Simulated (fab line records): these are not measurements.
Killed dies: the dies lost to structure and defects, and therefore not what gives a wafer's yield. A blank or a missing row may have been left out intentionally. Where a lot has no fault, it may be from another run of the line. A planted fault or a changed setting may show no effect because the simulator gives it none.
Chamber matching    flow sfq_line    cmp-02 running SFQ_TRILAYER_I0_CMP_CMP_028: 4 sister chambers
The step polishes SiO2. 8 wafers are shown with their chamber, then 7 later ones without.

## WAFERS PAIRED WITH THEIR CHAMBERS
wafer   chamber  motor_current_A (A)  time_to_endpoint_s (s)
L813.2  3        11.2                 218
L817.4  3        11.2                 219
L817.6  1        9.9                  216
L820.4  1        10.0                 214
L820.3  0        11.2                 214
L820.6  2        10.7                 213
L822.3  0        11.8                 204
L822.2  2        10.9                 203

## WAFERS WITH NO CHAMBER GIVEN
wafer   motor_current_A (A)  time_to_endpoint_s (s)
L822.5  11.4                 210
L827.1  10.9                 211
L827.2  9.6                  224
L827.5  11.3                 225
L829.4  11.2                 191
L831.4  9.7                  191
L831.1  11.1                 187

## WHICH CHAMBER EACH WENT THROUGH
wafer   from the rows above           in truth
L822.5  can't be placed: 0 or 3       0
L827.1  can't be placed: 2 or 3 or 0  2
L827.2  1                             1
L827.5  can't be placed: 3 or 0       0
L829.4  can't be placed: 2 or 0 or 3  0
L831.4  can't be placed: 1 or 2       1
L831.1  can't be placed: 2 or 0 or 3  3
Correctly placed: 1 of 7. Cannot be placed on the basis of these rows: 6; the candidates contain the true chamber in 6. 0 placed wrongly.
How it was worked out, from the rows above alone: a wafer's distance from a chamber is the root of the sum, over the readings, of the square of ((its reading less the chamber's mean) divided by the reading's scatter). The wafer belongs to the nearest chamber; if the next one is less than 2 further off, it can't be placed. A chamber's mean is the mean of its shown wafers. The scatter is the square root of a quotient: the sum, over the shown wafers, of each reading's squared deviation from its chamber's mean, divided by wafers minus chambers.
